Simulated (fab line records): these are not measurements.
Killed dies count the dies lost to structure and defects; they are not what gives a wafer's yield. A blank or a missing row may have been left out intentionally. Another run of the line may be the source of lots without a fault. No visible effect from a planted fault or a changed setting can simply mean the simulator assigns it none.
The tool behind it: which one? + flow sky130 + 12 lots, 36 wafers sampled, at 5 steps of a route of 708

## WHAT THE GAUGES SHOWED, per wafer
SKY_POLY_GATE_OVL_MEAS_14.
| lot  | measured     | on         | POLY_GATE_OVL (nm) |
|------|--------------|------------|--------------------|
| L650 | day 18 16:07 | overlay-02 | 4 -3 -1            |
| L651 | day 18 19:06 | overlay-01 | 2 -4 -1            |
| L653 | day 18 23:52 | overlay-01 | -1 3 7             |
| L656 | day 19 02:13 | overlay-01 | -11 -3 -7          |
| L657 | day 19 02:55 | overlay-02 | -11 -7 -1          |
| L659 | day 19 07:13 | overlay-02 | 8 2 2              |
| L661 | day 25 06:34 | overlay-01 | -1 2 -2            |
| L666 | day 25 22:41 | overlay-02 | 6 -2 2             |
| L665 | day 26 02:50 | overlay-02 | 12 13 13           |
| L668 | day 26 09:19 | overlay-02 | -8 2 -1            |
| L670 | day 26 09:55 | overlay-02 | -1 1 -5            |
| L669 | day 26 11:43 | overlay-02 | 3 -3 -13           |

SKY_LDD_HVN_OVL_MEAS_07.
| lot  | measured     | on         | LDD_HVN_OVL (nm) |
|------|--------------|------------|------------------|
| L650 | day 22 17:01 | overlay-02 | 2.7 1.1 1.2      |
| L651 | day 22 20:10 | overlay-01 | -0.4 -1.7 -0.3   |
| L653 | day 23 00:49 | overlay-02 | -1.9 -0.8 -2.1   |
| L656 | day 23 03:27 | overlay-02 | -2.9 -3.1 -2.0   |
| L657 | day 23 04:04 | overlay-01 | -3.3 -0.3 1.1    |
| L659 | day 23 09:10 | overlay-01 | 2.7 2.3 2.6      |
| L661 | day 29 02:41 | overlay-01 | -2.7 0.6 -2.6    |
| L666 | day 29 19:16 | overlay-02 | -1.4 -1.4 -2.7   |
| L665 | day 29 20:16 | overlay-02 | 2.3 1.7 4.1      |
| L668 | day 30 04:10 | overlay-01 | 0.2 -2.4 -0.6    |
| L670 | day 30 04:43 | overlay-02 | 3.1 1.7 -0.1     |
| L669 | day 30 06:13 | overlay-01 | 1.2 1.0 0.0      |

SKY_LDD_HVN_TW_MEAS_10.
| lot  | measured     | on            | LDD_HVN_TW     |
|------|--------------|---------------|----------------|
| L650 | day 22 17:19 | film metro-04 | 1432 1431 1431 |
| L651 | day 22 20:28 | film metro-02 | 1468 1459 1467 |
| L653 | day 23 01:06 | film metro-02 | 1458 1458 1456 |
| L656 | day 23 03:44 | film metro-03 | 1430 1433 1421 |
| L657 | day 23 04:22 | film metro-03 | 1427 1437 1436 |
| L659 | day 23 09:28 | film metro-03 | 1429 1436 1431 |
| L661 | day 29 02:58 | film metro-02 | 1467 1454 1446 |
| L666 | day 29 19:33 | film metro-03 | 1282 1282 1286 |
| L665 | day 29 20:34 | film metro-03 | 1288 1290 1291 |
| L668 | day 30 04:28 | film metro-04 | 1437 1437 1428 |
| L670 | day 30 05:01 | film metro-02 | 1465 1456 1455 |
| L669 | day 30 06:31 | film metro-03 | 1427 1429 1420 |

## WHICH TOOL RAN EACH LOT (tool, then ch and the chambers of the sampled wafers, then the start)
| lot  | SKY_LDD_HVN_IMPLANT_08          | SKY_LDD_HVN_STRIP_09                 |
|------|---------------------------------|--------------------------------------|
| L650 | implanter-04 ch 0, day 22 17:05 | plasma asher-04 ch 0,1, day 22 17:12 |
| L651 | implanter-01 ch 0, day 22 20:14 | plasma asher-02 ch 0,1, day 22 20:21 |
| L653 | implanter-03 ch 0, day 23 00:51 | plasma asher-02 ch 0,1, day 23 01:00 |
| L656 | implanter-01 ch 0, day 23 03:30 | plasma asher-03 ch 0, day 23 03:38   |
| L657 | implanter-03 ch 0, day 23 04:07 | plasma asher-04 ch 0,1, day 23 04:16 |
| L659 | implanter-03 ch 0, day 23 09:14 | plasma asher-03 ch 0,1, day 23 09:21 |
| L661 | implanter-01 ch 0, day 29 02:44 | plasma asher-04 ch 1, day 29 02:52   |
| L666 | implanter-01 ch 0, day 29 19:18 | plasma asher-03 ch 0,1, day 29 19:27 |
| L665 | implanter-01 ch 0, day 29 20:19 | plasma asher-04 ch 0,1, day 29 20:28 |
| L668 | implanter-04 ch 0, day 30 04:15 | plasma asher-04 ch 0,1, day 30 04:22 |
| L670 | implanter-03 ch 0, day 30 04:46 | plasma asher-03 ch 0,1, day 30 04:55 |
| L669 | implanter-03 ch 0, day 30 06:16 | plasma asher-03 ch 0,1, day 30 06:25 |
- SKY_LDD_HVN_IMPLANT_08
- SKY_LDD_HVN_STRIP_09: strips in O2/N2.

## WHAT THE TOOLS THEMSELVES READ (means of the sampled wafers that have a number; where no wafer has one, the mark that the record gives instead)
SKY_LDD_HVN_IMPLANT_08.
| lot  | tool         | beam energy keV | end station pressure torr (Torr) |
|------|--------------|-----------------|----------------------------------|
| L650 | implanter-04 | 60.007          | 5.35e-06                         |
| L651 | implanter-01 | 60.015          | 5.12e-06                         |
| L653 | implanter-03 | 59.999          | 5.23e-06                         |
| L656 | implanter-01 | 59.981          | 5.21e-06                         |
| L657 | implanter-03 | 60.018          | 5.15e-06                         |
| L659 | implanter-03 | 60.009          | 5.14e-06                         |
| L661 | implanter-01 | 59.981          | 5.21e-06                         |
| L666 | implanter-01 | 40.749          | 5.33e-06                         |
| L665 | implanter-01 | 40.728          | 5.23e-06                         |
| L668 | implanter-04 | 60.007          | 5.06e-06                         |
| L670 | implanter-03 | 60.007          | 4.92e-06                         |
| L669 | implanter-03 | 59.996          | 5.02e-06                         |

SKY_LDD_HVN_STRIP_09.
| lot  | tool            | drypump motor current A (A) | oes product au (a.u.) | strip time to endpoint s (s) |
|------|-----------------|-----------------------------|-----------------------|------------------------------|
| L650 | plasma asher-04 | 5.79                        | 0.407                 | 4.118                        |
| L651 | plasma asher-02 | 5.79                        | 0.405                 | 4.135                        |
| L653 | plasma asher-02 | 5.78                        | 0.406                 | 4.138                        |
| L656 | plasma asher-03 | 5.47                        | 0.409                 | 4.125                        |
| L657 | plasma asher-04 | 5.77                        | 0.416                 | 4.161                        |
| L659 | plasma asher-03 | 5.36                        | 0.410                 | 4.140                        |
| L661 | plasma asher-04 | 5.76                        | 0.410                 | 4.129                        |
| L666 | plasma asher-03 | 5.36                        | 0.405                 | 4.134                        |
| L665 | plasma asher-04 | 5.80                        | 0.410                 | 4.134                        |
| L668 | plasma asher-04 | 5.81                        | 0.407                 | 4.132                        |
| L670 | plasma asher-03 | 5.25                        | 0.408                 | 4.147                        |
| L669 | plasma asher-03 | 5.37                        | 0.410                 | 4.149                        |

## THE ANSWER, worked out from the rows above alone
Rule: the lots themselves supply what counts as usual. Put in order of their means at a reading, lots are off if they are a third of the lots or fewer, leave a main group of 4 or more, and stand apart from it by a gap of 3 or more times the standard deviation of the main group's means; of several such gaps the widest counts. A main group whose means are all the same, to the digits that the tables above print for the reading, isn't used. Also off: a lot with no number at a reading for which 4 or more lots have one. All remaining lots with rows at the step are treated as sound. The gauges are gone through in route order, then the tools' own readings, and for those a lot's mean is taken as printed above. At the first step where some lot is off, the reading lying furthest off is the one used; lots without a number count as furthest.
Off: L666, L665, seen at SKY_LDD_HVN_TW_MEAS_10 (LDD_HVN_TW). Main group: mean 1442, sd 14.
A tool fits if, at a process step before that reading, it ran every lot that is off, and no sound lot after the first of them. The gauges at SKY_LDD_HVN_TW_MEAS_10 aren't tried: what is off there is off at SKY_LDD_HVN_IMPLANT_08 too, on other tools, and a gauge's error can't cause that. One fits: implanter-01 at SKY_LDD_HVN_IMPLANT_08. Its last sound lot is L661 (day 29 02:44), its first lot that is off L666 (day 29 19:18): a fault that began between those two fits.
The tool's own readings at SKY_LDD_HVN_IMPLANT_08 bear it out: on the lots that are off they differ by more than 5 times the standard deviation of the sound lots' means. beam energy keV reads 40.739 there against 60.002 on the sound lots.

## WHAT HAD BEEN PUT IN BY THE SIMULATOR
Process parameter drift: implanter-01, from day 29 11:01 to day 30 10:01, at SKY_LDD_HVN_IMPLANT_08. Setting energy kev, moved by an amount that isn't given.
Lots struck among those shown: L666, L665. The rule given above showed the same thing.
